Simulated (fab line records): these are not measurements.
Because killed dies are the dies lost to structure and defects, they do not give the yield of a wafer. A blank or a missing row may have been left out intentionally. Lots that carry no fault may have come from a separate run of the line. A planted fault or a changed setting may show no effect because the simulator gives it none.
Comparing a struck lot with a sound one ; flow sky130 ; 43 steps out of a route of 708
Sound: these wafers, L842.2, L842.5, L842.6. Wafers struck: L833.1, L833.4, L833.6. The cause is named last.
Per side, at each step with rows, come the tool, then ch with its chambers, and then its first start. Under that, the readings that differ: sound wafers ; struck wafers ; difference of the means ; sigmas: that difference in standard deviations of wafers without a fault.
alike: words and numbers the same on both sides, and readings whose means are apart by under 2 such deviations; not compared: readings that were withheld, readings missing a value for some wafer, numbers with overlapping values and no deviation given by the record, and bounds like >300 which may hide the same value.
A row with sigmas, a row that says differs or no value, or rows on one side alone: a step with any of these is where the two part. Non-overlapping numbers with no deviation appear without sigmas and do not part them. Lack of a reading on every wafer of one side parts them only where that side has two or more wafers.

first, 9 steps without rows for these wafers: SKY_CAP2M_CLEAN_17 (cleans in O3/DIW); SKY_METAL4_DEHYDRATE_05 (time 60 s); SKY_METAL4_HMDS_06 (prime time 60 s); SKY_METAL4_COAT_07 (resist thk 60 nm); SKY_METAL4_COAT_08 (resist thk 1140 nm); SKY_METAL4_SOFTBAKE_09 (time 90 s); SKY_METAL4_EXPOSE_10 (exposes mask MM4, target cd 300 nm); SKY_METAL4_PEB_11; SKY_METAL4_DEVELOP_12 (develop time 60 s).
SKY_METAL4_CD_MEAS_13 targets a cd of 300 nm.
  sound: cd-sem-01 at day 46 09:55; struck: cd-sem-01 at day 44 06:22
  alike: cd-nm
SKY_METAL4_OVL_MEAS_14:
  sound: overlay-02 at day 46 10:01; struck: overlay-01 at day 44 06:29
  alike: METAL4_OVL
then, 1 step without rows for these wafers: SKY_METAL4_DESCUM_15 (chemistry O2, time 8 s).
SKY_METAL4_ETCH_16: etches BARC in N2/H2, stops on SiO2, time 88.2 s, target depth 60 nm.
  sound on rie-metal-01 ch 0,1, day 46 10:05; struck on rie-metal-03 ch 0,1, day 44 06:32
  alike: drypump-motor-current-A, oes-product-au, throttle-valve-pct
  not compared: rf-hours-counter-h
SKY_METAL4_ETCH_17: etches SiO2 in C4F8/O2/Ar, stops on TiN, time 3.9 s, target depth 15 nm.
  sound on rie-diel-04 ch 0,2,3, day 46 10:10; struck on rie-diel-04 ch 1,2,3, day 44 06:38
  alike: oes-product-au
  not compared: rf-hours-counter-h
SKY_METAL4_METAL_ETCH_18: etches the open film in Cl2/BCl3, stops on SiO2, target depth 845 nm, time 183.1 s.
  sound on rie-metal-02 ch 0,1, day 46 10:11; struck on rie-metal-01 ch 0,1, day 44 06:40
  alike: drypump-motor-current-A, oes-product-au, throttle-valve-pct
  not compared: rf-hours-counter-h
then, 5 steps without rows for these wafers: SKY_METAL4_STRIP_19 (strips in O2/N2); SKY_METAL4_STRIP_20 (strips in post etch residue remover, time 1200 s); SKY_METAL4_CLEAN_21 (cleans in IPA, time 180 s); SKY_METAL4_CLEAN_22 (cleans in O3/DIW); SKY_VIA4_HDPCVD_00 (deposits SiO2, target thk 1750 nm, time 291.7 s).
SKY_VIA4_THK_MEAS_01:
  sound: film-metro-04 at day 46 11:19; struck: film-metro-04 at day 44 07:46
  alike: VIA4_HDPCVD_THK
SKY_VIA4_CMP_02: polishes SiO2.
  sound on cmp-02 ch 0,1, day 46 11:25; struck on cmp-01 ch 0,3, day 44 07:54
  alike: motor-current-A
SKY_VIA4_BOW_MEAS_03:
  sound: film-metro-04 at day 46 11:41; struck: film-metro-04 at day 44 08:12
  alike: VIA4_BOW
then, 7 steps without rows for these wafers: SKY_VIA4_DEHYDRATE_04 (time 60 s); SKY_VIA4_HMDS_05 (prime time 60 s); SKY_VIA4_COAT_06 (resist thk 1140 nm); SKY_VIA4_SOFTBAKE_07 (time 60 s); SKY_VIA4_EXPOSE_08 (exposes mask VIM4, target cd 800 nm); SKY_VIA4_PEB_09; SKY_VIA4_DEVELOP_10 (develop time 60 s).
SKY_VIA4_OVL_MEAS_11:
  sound: overlay-01 at day 47 07:40; struck: overlay-01 at day 45 06:29
reading;sound;struck;difference;sigmas
VIA4_OVL (nm);4.4 3.1 3.4;0.1 -0.1 -1.1;-4.0;-2
then, 1 step without rows for these wafers: SKY_VIA4_ETCH_12 (etches SiO2 in C4F8/O2/Ar, stops on TiN, target depth 580 nm).
SKY_VIA4_STRIP_13: strips in O2/N2.
  sound on plasma-asher-01 ch 0,1, day 47 07:46; struck on plasma-asher-03 ch 1, day 45 06:36
  alike: drypump-motor-current-A, oes-product-au, strip-time-to-endpoint-s
  not compared: rf-hours-counter-h
then, 5 steps without rows for these wafers: SKY_VIA4_STRIP_14 (strips in post etch residue remover, time 1200 s); SKY_VIA4_CLEAN_15 (cleans in IPA, time 180 s); SKY_VIA4_CLEAN_16 (cleans in O3/DIW); SKY_VIA4_SPUTTER_17 (material TiN, target thk 20 nm, time 80 s); SKY_VIA4_CVD_18 (deposits W, target thk 505 nm, time 152.14 s).
SKY_VIA4_RS_MEAS_19: a four-point-probe measurement.
  sound: film-metro-03 at day 47 08:36; struck: film-metro-01 at day 45 07:26
  alike: VIA4_W_RS
SKY_VIA4_THK_MEAS_20: measures by xrf.
  sound: film-metro-03 at day 47 08:43; struck: film-metro-01 at day 45 07:34
  alike: VIA4_W_THK
SKY_VIA4_CMP_21: polishes, stops on SiO2, t overpolish 25 s, target thk 0 nm.
  sound on cmp-02 ch 1,2, day 47 08:46; struck on cmp-01 ch 0,1,3, day 45 08:22
  alike: motor-current-A, overpolish-run-s, time-to-endpoint-s
then, 1 step without rows for these wafers: SKY_METAL5_SPUTTER_00 (material Ti, target thk 15 nm, time 10 s).
-- the record jumps here: 3 days lie between the struck wafers' starts before and after (it left off in module METAL5 and takes up again in module PAD_OPEN, whose first step shown is number 708 of the route) --
SKY_PAD_OPEN_PROBE_99:
  sound: prober-01 at day 49 19:31; struck: prober-01 at day 48 01:10
reading;sound;struck;difference;sigmas
defect-limited-yield (%);81.3 82.7 79.5;70.9 68.3 77.0;-9.1;-5
killed_at_M4_up;5 4 2;70 83 41;+61;+36
killed-dies;92 85 101;143 156 113;+45;+5
sort_bin_3_pad_short (%);1.6 0.8 0.6;5.1 4.7 3.0;+3.3;+8
sort_bin_5_function (%);9.3 9.1 12.8;16.9 18.7 12.8;+5.7;+4
sort-n-pass;400 407 391;349 336 379;-45;-5
sort-yield-pct (%);81.3 82.7 79.5;70.9 68.3 77.0;-9.1;-5
model.etest.tester.sort-n-pass;400 407 391;349 336 379;-45;
model.etest.tester.sort-yield-pct (%);81.3 82.72 79.47;70.94 68.29 77.03;-9.08;
model.etest.tester.sort_bin_3_pct (%);1.626 0.813 0.6098;5.081 4.675 3.049;+3.252;
  alike: killed_at_M0_to_M3, killed-at-contacts, killed-at-front-end, killed-at-other, killed-open, killed-short, sort_bin_6_memory
  not compared: model.etest.tester.sort_bin_5_pct

## WHERE THEY PART
Earliest at SKY_VIA4_OVL_MEAS_11; latest, in this record, at SKY_PAD_OPEN_PROBE_99.

WHY: what had been put in by the simulator
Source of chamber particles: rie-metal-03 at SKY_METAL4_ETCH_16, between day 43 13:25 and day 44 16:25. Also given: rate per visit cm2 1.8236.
